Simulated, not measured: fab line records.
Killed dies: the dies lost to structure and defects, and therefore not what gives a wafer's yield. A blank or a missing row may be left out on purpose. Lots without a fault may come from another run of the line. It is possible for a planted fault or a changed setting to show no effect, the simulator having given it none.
The tool behind it: which one? || flow sky130 || 18 wafers from 6 lots sampled at 3 of the route's 708 steps

WHAT THE GAUGES READ, wafer by wafer
SKY_POLY_CUT_CD_MEAS_08 targets a cd of 270 nm.
{"lot": "L767", "measured": "day 25 14:16", "on": "cd sem-01", "cd nm (nm)": "269.4 269.5 267.6"}
{"lot": "L771", "measured": "day 26 19:34", "on": "cd sem-01", "cd nm (nm)": "269.1 268.5 269.0"}
{"lot": "L775", "measured": "day 27 18:43", "on": "cd sem-02", "cd nm (nm)": "270.9 270.8 271.7"}
{"lot": "L777", "measured": "day 28 23:42", "on": "cd sem-01", "cd nm (nm)": "271.7 269.9 270.1"}
{"lot": "L779", "measured": "day 29 10:35", "on": "cd sem-02", "cd nm (nm)": "269.2 270.6 268.4"}
{"lot": "L782", "measured": "day 30 07:03", "on": "cd sem-02", "cd nm (nm)": "269.7 269.6 270.2"}

EACH LOT AND THE TOOL THAT RAN IT (in order: tool; ch and the chambers of the sampled wafers; start)
{"lot": "L767", "SKY_NWELL_COAT_05": "litho track-01 ch 0, day 5 03:43", "SKY_NWELL_STRIP_14": "plasma asher-01 ch 0,1, day 5 13:33"}
{"lot": "L771", "SKY_NWELL_COAT_05": "litho track-04 ch 0, day 6 01:46", "SKY_NWELL_STRIP_14": "plasma asher-01 ch 0,1, day 6 11:11"}
{"lot": "L775", "SKY_NWELL_COAT_05": "litho track-03 ch 0, day 6 17:34", "SKY_NWELL_STRIP_14": "plasma asher-01 ch 0,1, day 7 03:14"}
{"lot": "L777", "SKY_NWELL_COAT_05": "litho track-03 ch 0, day 7 06:46", "SKY_NWELL_STRIP_14": "plasma asher-03 ch 0,1, day 7 17:50"}
{"lot": "L779", "SKY_NWELL_COAT_05": "litho track-01 ch 0, day 7 17:38", "SKY_NWELL_STRIP_14": "plasma asher-03 ch 0,1, day 8 03:27"}
{"lot": "L782", "SKY_NWELL_COAT_05": "litho track-04 ch 0, day 8 08:43", "SKY_NWELL_STRIP_14": "plasma asher-01 ch 0,1, day 8 19:14"}
- SKY_NWELL_COAT_05: resist thk 3000 nm.
- SKY_NWELL_STRIP_14: strips in O2/N2.

THE ANSWER, worked out from the rows above alone
Rule: the usual values come from the lots themselves. The widest of any qualifying gaps counts: lots, ordered by their means at a reading, are off when they make up no more than a third of the lots, leave a main group of 4 or more, and stand apart from it by 3 or more times the standard deviation of that group's means. A main group is skipped when, at the precision printed for the reading in the tables above, its means are all equal. Also off: a lot with no number at a reading for which 4 or more lots have one. All remaining lots with rows at the step are treated as sound.
No lot is off at any reading shown: from this, nothing can be told.

WHAT THE SIMULATOR PUT IN
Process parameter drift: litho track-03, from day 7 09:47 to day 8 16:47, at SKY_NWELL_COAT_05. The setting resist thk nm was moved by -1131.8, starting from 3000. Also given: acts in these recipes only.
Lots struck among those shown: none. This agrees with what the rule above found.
